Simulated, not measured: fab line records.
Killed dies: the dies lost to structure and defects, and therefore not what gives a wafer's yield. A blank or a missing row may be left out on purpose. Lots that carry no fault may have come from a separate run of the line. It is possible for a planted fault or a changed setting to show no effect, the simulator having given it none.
One fault seen from 2 desks	flow gf180mcu	what lay behind the numbers comes last; until then each desk has only its own

== FOR THE TOOL OWNER'S DESK: krfScanner-02 ==
The tool's own readings at GF_V1_EXPOSE_11 (exposes mask Via1, target cd 260 nm): means of the sampled wafers that have a number, for each lot that ran on this tool. Any lot whose mean is over 4 standard deviations away from the usual mean is out of limits and marked OUT; that distance is given in the brackets.
Columns: A = exposureDoseMJCm2 at GF_V1_EXPOSE_11, usual 37.94
lot	first seen here	A
L512	day 18 17:00	37.95
L513	day 19 00:54	37.93
L519	day 21 14:23	37.80
L525	day 23 23:03	37.90
L524	day 23 23:50	37.87
L526	day 24 01:52	37.94
L529	day 25 05:35	37.95
L530	day 25 11:27	37.97
L531	day 25 21:01	37.92
This desk's verdict: no lot among the 9 shows anything out of limits.

== FROM THE METROLOGY DESK ==
What the gauges read, lot by lot, whatever tool the lot ran on: means of the sampled wafers that have a number. Any lot whose mean is over 4 standard deviations away from the usual mean is out of limits and marked OUT; that distance is given in the brackets.
Columns: A = M1_ALCU_RS at GF_M1_RS_MEAS_05, usual 0.0696 ohm/sq
lot	first seen here	A
L511	day 16 19:47	0.0689
L512	day 17 04:32	0.0689
L513	day 17 11:22	0.0708
L519	day 20 00:29	0.0694
L525	day 22 11:41	0.0691
L524	day 22 12:41	0.0704
L526	day 22 13:57	0.0694
L528	day 22 20:23	0.0685
L529	day 23 18:57	0.0697
L530	day 23 23:31	0.0696
L531	day 24 11:50	0.0692
L532	day 24 19:53	0.0696
This desk's verdict: no lot among the 12 shows anything out of limits.

== ALL TOGETHER ==
The desk of the tool owner found nothing out of limits.
At the metrology desk, nothing out of limits was observed.

== WHAT THE SIMULATOR HAD PUT IN ==
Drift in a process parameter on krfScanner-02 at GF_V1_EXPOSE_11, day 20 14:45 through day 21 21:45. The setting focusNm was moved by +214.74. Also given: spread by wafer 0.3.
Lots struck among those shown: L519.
